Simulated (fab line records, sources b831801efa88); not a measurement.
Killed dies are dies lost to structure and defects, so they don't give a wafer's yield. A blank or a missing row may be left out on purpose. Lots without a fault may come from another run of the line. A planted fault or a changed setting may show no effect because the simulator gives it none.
One fault seen from 2 desks | flow sky130 | each desk has only its own numbers; what lay behind them comes last

THE METROLOGY DESK
What the gauges read, lot by lot, whatever tool the lot ran on: means of the sampled wafers that have a number. A lot is out of limits, marked OUT, if its mean lies more than 4 standard deviations from the usual mean; the brackets give that distance.
Columns: A = PASSIVATION_CVD_02_THK at SKY_PASSIVATION_THK_MEAS_03, usual 541 nm
lot  | first seen here | A
L446 | day 44 09:06    | 545
L447 | day 44 17:59    | 544
L449 | day 45 13:10    | 553
L452 | day 46 04:22    | 543
L453 | day 46 08:21    | 560
L463 | day 48 17:28    | 543
L464 | day 48 20:34    | 544
L465 | day 49 03:53    | 543
L466 | day 49 09:41    | 539
L467 | day 49 12:23    | 541
This desk's finding: nothing out of limits on any of the 10 lots.

THE TOOL OWNER'S DESK: pecvd-02
The tool's own readings at SKY_PASSIVATION_CVD_02 (deposits Si3N4, target thk 540 nm): means of the sampled wafers that have a number, for each lot that ran on this tool. A lot is out of limits, marked OUT, if its mean lies more than 4 standard deviations from the usual mean; the brackets give that distance.
Columns: A = heater_power_w at SKY_PASSIVATION_CVD_02, usual 688 W
lot  | first seen here | A
L447 | day 44 17:45    | 673
L449 | day 45 12:56    | 692
L453 | day 46 08:07    | 596
L464 | day 48 20:21    | 620
L466 | day 49 09:28    | 674
L467 | day 49 12:09    | 618
This desk's finding: nothing out of limits on any of the 6 lots.

PUT TOGETHER
The metrology desk saw nothing out of limits.
The tool owner's desk saw nothing out of limits.

WHAT THE SIMULATOR HAD PUT IN
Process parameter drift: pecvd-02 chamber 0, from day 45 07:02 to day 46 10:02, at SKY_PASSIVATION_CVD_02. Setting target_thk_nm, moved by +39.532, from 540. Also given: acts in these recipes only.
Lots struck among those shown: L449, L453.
